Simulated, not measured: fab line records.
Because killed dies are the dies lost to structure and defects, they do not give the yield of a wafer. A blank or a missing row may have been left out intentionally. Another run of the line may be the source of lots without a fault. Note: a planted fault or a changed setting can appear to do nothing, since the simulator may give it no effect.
The same fault as seen by 2 desks | flow gf180mcu | every desk sees just its own numbers, and what lay behind them comes last

FROM THE METROLOGY DESK
What the gauges read, lot by lot, whatever tool the lot ran on: means of the sampled wafers that have a number. The brackets show how far a lot's mean lies from the usual mean; more than 4 standard deviations puts the lot out of limits, marked OUT.
Columns: A = M4_ALCU_RS at GF_M4_RS_MEAS_05, usual 0.0693 ohm/sq; B = MIM_CVD_05_THK at GF_MIM_THK_MEAS_06, usual 42.0 nm; C = MIM_ALCU_RS at GF_MIM_RS_MEAS_10, usual 0.1595 ohm/sq
lot  | first seen here | A      | B               | C
L448 | day 22 04:40    | 0.0687 | 41.8            | 0.1593
L449 | day 22 15:56    | 0.0696 | 41.5            | 0.1603
L450 | day 23 10:45    | 0.0690 | 42.3            | 0.1640
L451 | day 23 20:32    | 0.0697 | 42.4            | 0.1604
L452 | day 23 23:05    | 0.0699 | 42.0            | 0.1586
L453 | day 24 21:24    | 0.0696 | 42.1            | 0.1573
L457 | day 25 12:28    | 0.0690 | 42.7            | 0.1592
L461 | day 26 21:02    | 0.0696 | 36.6 (-9.6) OUT | 0.1598
L462 | day 27 05:32    | 0.0684 | 36.2 (-10) OUT  | 0.1613
L464 | day 27 12:20    | 0.0687 | 42.5            | 0.1612
L469 | day 29 05:59    | 0.0685 | 42.0            | 0.1594
L470 | day 29 13:34    | 0.0700 | 41.6            | 0.1588
L471 | day 29 15:14    | 0.0697 | 42.2            | 0.1608
Finding of this desk: L461, L462 out of limits, first seen on L461 at day 28 16:10 (MIM_CVD_05_THK at GF_MIM_THK_MEAS_06). L448, L449, L450, L451, L452, L453, L457, L464, L469, L470, L471: within limits.

AT THE TOOL OWNER'S DESK: pecvd-01
The tool's own readings at GF_MIM_CVD_05 (deposits Si3N4, target thk 42 nm, time 29.086 s): means of the sampled wafers that have a number, for each lot that ran on this tool. The brackets show how far a lot's mean lies from the usual mean; more than 4 standard deviations puts the lot out of limits, marked OUT.
Columns: A = heater-power-w at GF_MIM_CVD_05, usual 660 W
lot  | first seen here | A
L449 | day 24 15:59    | 626
L457 | day 27 08:50    | 652
L461 | day 28 16:07    | 562
L462 | day 29 00:26    | 649
Result from this desk: across the 4 lots, nothing is out of limits.

PUT TOGETHER
At day 28 16:10 the metrology desk could have sounded an alarm, on L461, L462.
Nothing out of limits was seen by the tool owner's desk.
Tool owner's desk: L461, L462 on record, inside its limits.
Of the lots named, all ran GF_MIM_CVD_05 on pecvd-01.

WHAT THE SIMULATOR PUT IN
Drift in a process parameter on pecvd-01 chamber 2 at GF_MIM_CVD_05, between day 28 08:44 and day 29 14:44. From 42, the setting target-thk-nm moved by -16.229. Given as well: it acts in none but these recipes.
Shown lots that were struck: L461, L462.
Delay in hours, fault start to first out-of-limits reading, per desk: metrology desk 7.
